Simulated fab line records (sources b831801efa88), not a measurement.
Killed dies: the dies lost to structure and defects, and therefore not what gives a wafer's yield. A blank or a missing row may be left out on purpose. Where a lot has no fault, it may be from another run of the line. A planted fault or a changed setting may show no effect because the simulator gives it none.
Struck lot and sound lot, side by side    flow gf180mcu    16 out of 602 route steps
Sound: these wafers, L963.1, L963.4, L963.6. The struck wafers were L966.3, L966.5, L966.6. At the end, the cause is stated.
At each step with rows: each side's tool, then ch and its chambers, then its first start. Under that, the readings that differ: sound wafers    struck wafers    difference of the means    sigmas: that difference in standard deviations of wafers without a fault.
alike: words and numbers the same on both sides, and readings whose means are apart by under 2 such deviations; not compared: readings that were withheld, readings missing a value for some wafer, numbers with overlapping values and no deviation given by the record, and bounds like >300 which may hide the same value.
The two part at a step that has a row with sigmas, a row that says differs or no value, or rows on one side only. When numbers do not overlap yet have no deviation, they are printed without sigmas and do not part them. A reading that every wafer of one side lacks parts them only if that side has two wafers or more.

GF_NSD_CD_MEAS_07: the cd target is 400 nm.
  struck on cdSem-01, day 19 05:53; sound on cdSem-02, day 18 07:55
  alike: cdNm
GF_NSD_OVL_MEAS_08:
  struck on overlay-01, day 19 05:58; sound on overlay-01, day 18 08:02
  alike: NSD_OVL
then, 2 steps without rows for these wafers: GF_NSD_IMPLANT_09; GF_NSD_IMPLANT_10.
GF_NSD_STRIP_11: strips in O2/N2.
  sound on plasmaAsher-02 ch 0,1, day 18 08:22; struck on plasmaAsher-02 ch 0,1, day 19 06:20
  alike: drypumpMotorCurrentA, heaterPowerW, oesProductAu, stripTimeToEndpointS
  not compared: rfHoursCounterH
GF_NSD_TW_MEAS_12:
  struck on filmMetro-01, day 19 06:25; sound on filmMetro-01, day 18 08:28
  alike: NSD_TW
then, 6 steps without rows for these wafers: GF_PSD_DEHYDRATE_00 (time 60 s); GF_PSD_HMDS_01 (prime time 60 s); GF_PSD_COAT_02 (resist thk 1000 nm); GF_PSD_SOFTBAKE_03 (time 60 s); GF_PSD_EXPOSE_04 (exposes mask Pplus, target cd 400 nm); GF_PSD_PEB_05.
GF_PSD_DEVELOP_06: develop time 60 s.
  sound on lithoTrack-01 ch 0, day 19 07:59; struck on lithoTrack-04 ch 0, day 20 06:16
reading             sound              struck             difference  sigmas
developerTempC (C)  22.97 22.85 22.98  25.32 25.33 25.30  +2.38       +24
  alike: chillPlateTempC
GF_PSD_CD_MEAS_07: the cd target is 400 nm.
  struck on cdSem-02, day 20 06:24; sound on cdSem-01, day 19 08:08
reading    sound              struck             difference  sigmas
cdNm (nm)  397.6 397.2 398.7  391.0 389.3 388.8  -8.1        -4
GF_PSD_OVL_MEAS_08:
  struck on overlay-02, day 20 06:29; sound on overlay-01, day 19 08:16
  alike: PSD_OVL
next, for these wafers, 1 step has no rows: GF_PASSIVATION_PROBE_99.

WHERE THEY PART
Earliest at GF_PSD_DEVELOP_06; latest, in this record, at GF_PSD_CD_MEAS_07. Later steps at which nothing parts them and some readings are alike: GF_PSD_OVL_MEAS_08.

WHY: whatever the simulator had introduced
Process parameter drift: lithoTrack-04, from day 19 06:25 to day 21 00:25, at GF_PSD_DEVELOP_06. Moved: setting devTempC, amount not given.
